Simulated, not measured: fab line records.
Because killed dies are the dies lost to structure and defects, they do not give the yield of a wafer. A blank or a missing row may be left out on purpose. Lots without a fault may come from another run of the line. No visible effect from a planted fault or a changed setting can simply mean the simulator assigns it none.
Which tool did it? || flow gf180mcu || Sampling: 24 lots, 72 wafers, 4 of 602 route steps

== WHAT THE GAUGES SHOWED, per wafer ==
GF_POLY_GATE_OVL_MEAS_11. Usual: for POLY_GATE_OVL the level is 1 nm and the standard deviation is 5.8.
{"lot": "L074", "measured": "day 9 03:47", "on": "overlay-01", "POLY_GATE_OVL (nm)": "4 1 3", "flag": ""}
{"lot": "L075", "measured": "day 9 15:47", "on": "overlay-02", "POLY_GATE_OVL (nm)": "-1 -1 3", "flag": ""}
{"lot": "L076", "measured": "day 9 18:40", "on": "overlay-02", "POLY_GATE_OVL (nm)": "-7 -2 5", "flag": ""}
{"lot": "L077", "measured": "day 10 04:10", "on": "overlay-01", "POLY_GATE_OVL (nm)": "-11 -6 -10", "flag": ""}
{"lot": "L078", "measured": "day 10 15:07", "on": "overlay-01", "POLY_GATE_OVL (nm)": "5 8 7", "flag": ""}
{"lot": "L079", "measured": "day 10 18:35", "on": "overlay-01", "POLY_GATE_OVL (nm)": "-4 0 6", "flag": ""}
{"lot": "L080", "measured": "day 11 02:28", "on": "overlay-01", "POLY_GATE_OVL (nm)": "1 1 2", "flag": ""}
{"lot": "L081", "measured": "day 11 09:32", "on": "overlay-01", "POLY_GATE_OVL (nm)": "2 -1 -1", "flag": ""}
{"lot": "L082", "measured": "day 11 15:16", "on": "overlay-01", "POLY_GATE_OVL (nm)": "11 9 10", "flag": ""}
{"lot": "L083", "measured": "day 11 19:38", "on": "overlay-01", "POLY_GATE_OVL (nm)": "4 2 5", "flag": ""}
{"lot": "L084", "measured": "day 12 05:34", "on": "overlay-02", "POLY_GATE_OVL (nm)": "-3 -2 1", "flag": ""}
{"lot": "L085", "measured": "day 12 14:22", "on": "overlay-01", "POLY_GATE_OVL (nm)": "6 6 -1", "flag": ""}
{"lot": "L086", "measured": "day 12 17:26", "on": "overlay-02", "POLY_GATE_OVL (nm)": "2 5 4", "flag": ""}
{"lot": "L087", "measured": "day 13 03:43", "on": "overlay-01", "POLY_GATE_OVL (nm)": "6 0 -6", "flag": ""}
{"lot": "L088", "measured": "day 13 12:00", "on": "overlay-01", "POLY_GATE_OVL (nm)": "-3 5 -1", "flag": ""}
{"lot": "L089", "measured": "day 13 22:13", "on": "overlay-01", "POLY_GATE_OVL (nm)": "-2 -3 -8", "flag": ""}
{"lot": "L090", "measured": "day 14 03:44", "on": "overlay-01", "POLY_GATE_OVL (nm)": "9 -3 3", "flag": ""}
{"lot": "L091", "measured": "day 14 11:15", "on": "overlay-01", "POLY_GATE_OVL (nm)": "-3 -10 -10", "flag": ""}
{"lot": "L092", "measured": "day 14 20:17", "on": "overlay-02", "POLY_GATE_OVL (nm)": "-5 1 -5", "flag": ""}
{"lot": "L093", "measured": "day 14 21:31", "on": "overlay-02", "POLY_GATE_OVL (nm)": "5 1 -7", "flag": ""}
{"lot": "L094", "measured": "day 15 05:15", "on": "overlay-01", "POLY_GATE_OVL (nm)": "0 -2 -4", "flag": ""}
{"lot": "L095", "measured": "day 15 12:28", "on": "overlay-02", "POLY_GATE_OVL (nm)": "-5 -3 3", "flag": ""}
{"lot": "L096", "measured": "day 15 18:27", "on": "overlay-01", "POLY_GATE_OVL (nm)": "9 4 -1", "flag": ""}
{"lot": "L097", "measured": "day 16 04:18", "on": "overlay-01", "POLY_GATE_OVL (nm)": "-3 7 -2", "flag": ""}

GF_V2_OVL_MEAS_15. Usual: for V2_OVL the level is 1 nm and the standard deviation is 4.4.
{"lot": "L074", "measured": "day 20 06:58", "on": "overlay-02", "V2_OVL (nm)": "7 7 3", "flag": ""}
{"lot": "L075", "measured": "day 20 21:10", "on": "overlay-01", "V2_OVL (nm)": "-9 1 -3", "flag": ""}
{"lot": "L076", "measured": "day 21 00:34", "on": "overlay-02", "V2_OVL (nm)": "-8 -8 -13", "flag": ""}
{"lot": "L077", "measured": "day 21 14:47", "on": "overlay-01", "V2_OVL (nm)": "6 5 -4", "flag": ""}
{"lot": "L078", "measured": "day 22 06:32", "on": "overlay-01", "V2_OVL (nm)": "4 3 -1", "flag": ""}
{"lot": "L079", "measured": "day 22 08:43", "on": "overlay-02", "V2_OVL (nm)": "-6 -3 2", "flag": ""}
{"lot": "L080", "measured": "day 22 20:43", "on": "overlay-01", "V2_OVL (nm)": "-3 -2 0", "flag": ""}
{"lot": "L081", "measured": "day 23 00:25", "on": "overlay-02", "V2_OVL (nm)": "-5 2 -8", "flag": ""}
{"lot": "L082", "measured": "day 23 09:28", "on": "overlay-02", "V2_OVL (nm)": "5 4 4", "flag": ""}
{"lot": "L083", "measured": "day 23 12:29", "on": "overlay-01", "V2_OVL (nm)": "5 -2 3", "flag": ""}
{"lot": "L084", "measured": "day 24 04:25", "on": "overlay-02", "V2_OVL (nm)": "3 3 3", "flag": ""}
{"lot": "L085", "measured": "day 24 19:06", "on": "overlay-02", "V2_OVL (nm)": "5 3 6", "flag": ""}
{"lot": "L086", "measured": "day 24 20:50", "on": "overlay-01", "V2_OVL (nm)": "1 -2 3", "flag": ""}
{"lot": "L087", "measured": "day 25 06:26", "on": "overlay-01", "V2_OVL (nm)": "3 -2 4", "flag": ""}
{"lot": "L088", "measured": "day 25 13:49", "on": "overlay-02", "V2_OVL (nm)": "-1 0 -3", "flag": ""}
{"lot": "L089", "measured": "day 26 00:08", "on": "overlay-02", "V2_OVL (nm)": "6 -1 2", "flag": ""}
{"lot": "L090", "measured": "day 26 06:26", "on": "overlay-01", "V2_OVL (nm)": "2 5 4", "flag": ""}
{"lot": "L091", "measured": "day 26 11:24", "on": "overlay-02", "V2_OVL (nm)": "-1 -2 3", "flag": ""}
{"lot": "L092", "measured": "day 26 18:14", "on": "overlay-02", "V2_OVL (nm)": "8 0 7", "flag": ""}
{"lot": "L093", "measured": "day 26 21:43", "on": "overlay-02", "V2_OVL (nm)": "-9 -3 -11", "flag": ""}
{"lot": "L094", "measured": "day 27 07:22", "on": "overlay-01", "V2_OVL (nm)": "10 -1 4", "flag": ""}
{"lot": "L095", "measured": "day 27 12:01", "on": "overlay-01", "V2_OVL (nm)": "0 0 0", "flag": ""}
{"lot": "L096", "measured": "day 27 20:49", "on": "overlay-01", "V2_OVL (nm)": "6 -1 0", "flag": ""}
{"lot": "L097", "measured": "day 28 05:19", "on": "overlay-01", "V2_OVL (nm)": "2 -3 0", "flag": ""}

GF_M3_OVL_MEAS_15. Usual: for M3_OVL the level is 0 nm and the standard deviation is 5.7.
{"lot": "L074", "measured": "day 21 09:15", "on": "overlay-02", "M3_OVL (nm)": "0 -3 1", "flag": ""}
{"lot": "L075", "measured": "day 21 22:13", "on": "overlay-02", "M3_OVL (nm)": "-7 -4 10", "flag": ""}
{"lot": "L076", "measured": "day 22 02:16", "on": "overlay-01", "M3_OVL (nm)": "-1 4 -4", "flag": ""}
{"lot": "L077", "measured": "day 22 16:11", "on": "overlay-01", "M3_OVL (nm)": "-6 2 -2", "flag": ""}
{"lot": "L078", "measured": "day 23 07:23", "on": "overlay-01", "M3_OVL (nm)": "9 -3 12", "flag": ""}
{"lot": "L079", "measured": "day 23 09:13", "on": "overlay-01", "M3_OVL (nm)": "6 2 0", "flag": ""}
{"lot": "L080", "measured": "day 23 20:50", "on": "overlay-01", "M3_OVL (nm)": "0 -2 -2", "flag": ""}
{"lot": "L081", "measured": "day 24 00:40", "on": "overlay-01", "M3_OVL (nm)": "-6 -12 1", "flag": ""}
{"lot": "L082", "measured": "day 24 09:46", "on": "overlay-01", "M3_OVL (nm)": "-8 -2 -8", "flag": ""}
{"lot": "L083", "measured": "day 24 12:01", "on": "overlay-02", "M3_OVL (nm)": "-2 0 -8", "flag": ""}
{"lot": "L084", "measured": "day 25 04:07", "on": "overlay-02", "M3_OVL (nm)": "1 -5 6", "flag": ""}
{"lot": "L085", "measured": "day 25 17:46", "on": "overlay-02", "M3_OVL (nm)": "-4 4 4", "flag": ""}
{"lot": "L086", "measured": "day 25 20:35", "on": "overlay-01", "M3_OVL (nm)": "-10 -3 6", "flag": ""}
{"lot": "L087", "measured": "day 26 04:53", "on": "overlay-01", "M3_OVL (nm)": "2 9 12", "flag": ""}
{"lot": "L088", "measured": "day 26 12:50", "on": "overlay-02", "M3_OVL (nm)": "9 4 3", "flag": ""}
{"lot": "L089", "measured": "day 26 22:49", "on": "overlay-02", "M3_OVL (nm)": "4 -7 1", "flag": ""}
{"lot": "L090", "measured": "day 27 04:43", "on": "overlay-01", "M3_OVL (nm)": "-6 -7 -15", "flag": ""}
{"lot": "L091", "measured": "day 27 09:22", "on": "overlay-02", "M3_OVL (nm)": "-5 -3 -2", "flag": ""}
{"lot": "L092", "measured": "day 27 15:40", "on": "overlay-01", "M3_OVL (nm)": "4 11 6", "flag": ""}
{"lot": "L093", "measured": "day 27 19:56", "on": "overlay-01", "M3_OVL (nm)": "6 4 -8", "flag": ""}
{"lot": "L094", "measured": "day 28 05:35", "on": "overlay-01", "M3_OVL (nm)": "-7 -5 -3", "flag": ""}
{"lot": "L095", "measured": "day 28 09:38", "on": "overlay-01", "M3_OVL (nm)": "-2 0 0", "flag": ""}
{"lot": "L096", "measured": "day 28 18:16", "on": "overlay-01", "M3_OVL (nm)": "-6 1 -2", "flag": ""}
{"lot": "L097", "measured": "day 29 01:59", "on": "overlay-01", "M3_OVL (nm)": "0 -1 -3", "flag": ""}

GF_V4_BOW_MEAS_05. Usual: for V4_BOW the level is 136 um and the standard deviation is 9.8.
{"lot": "L074", "measured": "day 23 12:44", "on": "filmMetro-02", "V4_BOW (um)": "138 131 141", "flag": ""}
{"lot": "L075", "measured": "day 24 00:33", "on": "filmMetro-04", "V4_BOW (um)": "142 131 122", "flag": ""}
{"lot": "L076", "measured": "day 24 04:58", "on": "filmMetro-01", "V4_BOW (um)": "125 128 137", "flag": ""}
{"lot": "L077", "measured": "day 24 17:36", "on": "filmMetro-02", "V4_BOW (um)": "115 125 125", "flag": ""}
{"lot": "L078", "measured": "day 25 08:02", "on": "filmMetro-04", "V4_BOW (um)": "139 145 156", "flag": ""}
{"lot": "L079", "measured": "day 25 09:45", "on": "filmMetro-01", "V4_BOW (um)": "131 126 115", "flag": ""}
{"lot": "L080", "measured": "day 25 20:41", "on": "filmMetro-01", "V4_BOW (um)": "140 150 140", "flag": ""}
{"lot": "L081", "measured": "day 25 23:54", "on": "filmMetro-02", "V4_BOW (um)": "136 132 123", "flag": ""}
{"lot": "L082", "measured": "day 26 09:07", "on": "filmMetro-01", "V4_BOW (um)": "128 120 126", "flag": ""}
{"lot": "L083", "measured": "day 26 11:17", "on": "filmMetro-02", "V4_BOW (um)": "134 133 145", "flag": ""}
{"lot": "L084", "measured": "day 27 03:10", "on": "filmMetro-01", "V4_BOW (um)": "124 129 139", "flag": ""}
{"lot": "L085", "measured": "day 27 15:22", "on": "filmMetro-01", "V4_BOW (um)": "152 152 132", "flag": ""}
{"lot": "L086", "measured": "day 27 17:52", "on": "filmMetro-01", "V4_BOW (um)": "152 150 146", "flag": ""}
{"lot": "L087", "measured": "day 28 02:31", "on": "filmMetro-02", "V4_BOW (um)": "127 133 128", "flag": ""}
{"lot": "L088", "measured": "day 28 10:07", "on": "filmMetro-02", "V4_BOW (um)": "129 129 129", "flag": ""}
{"lot": "L089", "measured": "day 28 18:35", "on": "filmMetro-04", "V4_BOW (um)": "143 152 149", "flag": ""}
{"lot": "L090", "measured": "day 29 00:46", "on": "filmMetro-01", "V4_BOW (um)": "142 138 147", "flag": ""}
{"lot": "L091", "measured": "day 29 04:23", "on": "filmMetro-02", "V4_BOW (um)": "128 129 140", "flag": ""}
{"lot": "L092", "measured": "day 29 10:22", "on": "filmMetro-02", "V4_BOW (um)": "132 136 132", "flag": ""}
{"lot": "L093", "measured": "day 29 15:11", "on": "filmMetro-02", "V4_BOW (um)": "127 140 132", "flag": ""}
{"lot": "L094", "measured": "day 30 00:09", "on": "filmMetro-01", "V4_BOW (um)": "133 113 133", "flag": ""}
{"lot": "L095", "measured": "day 30 04:34", "on": "filmMetro-01", "V4_BOW (um)": "143 137 138", "flag": ""}
{"lot": "L096", "measured": "day 30 12:32", "on": "filmMetro-04", "V4_BOW (um)": "135 143 161", "flag": ""}
{"lot": "L097", "measured": "day 30 19:20", "on": "filmMetro-04", "V4_BOW (um)": "137 147 141", "flag": ""}

== WHAT TOOL EACH LOT RAN ON (gives the tool, then ch and the chambers of the sampled wafers, and finally the start) ==
Record: no process step prior to these readings.

== WHAT THE TOOLS THEMSELVES READ (means of the sampled wafers that have a number; where no wafer has one, the mark that the record gives instead) ==
The record holds no such reading with a usual standard deviation.

== THE ANSWER, worked out from the rows above alone ==
Rule: take the mean of a lot's wafers that have a number; if it is more than 3 standard deviations from the usual mean, the lot is off. A lot without any number at a reading at which 4 lots or more have one is off too. The other lots that the step has rows for count as sound. First the gauges in route order, then the tools' own readings, where a lot's mean is used as printed above. At the first step where some lot is off, the reading lying furthest off is the one used; lots without a number count as furthest.
No lot is off at any reading shown: from this, nothing can be told.

== WHAT THE SIMULATOR HAD PUT IN ==
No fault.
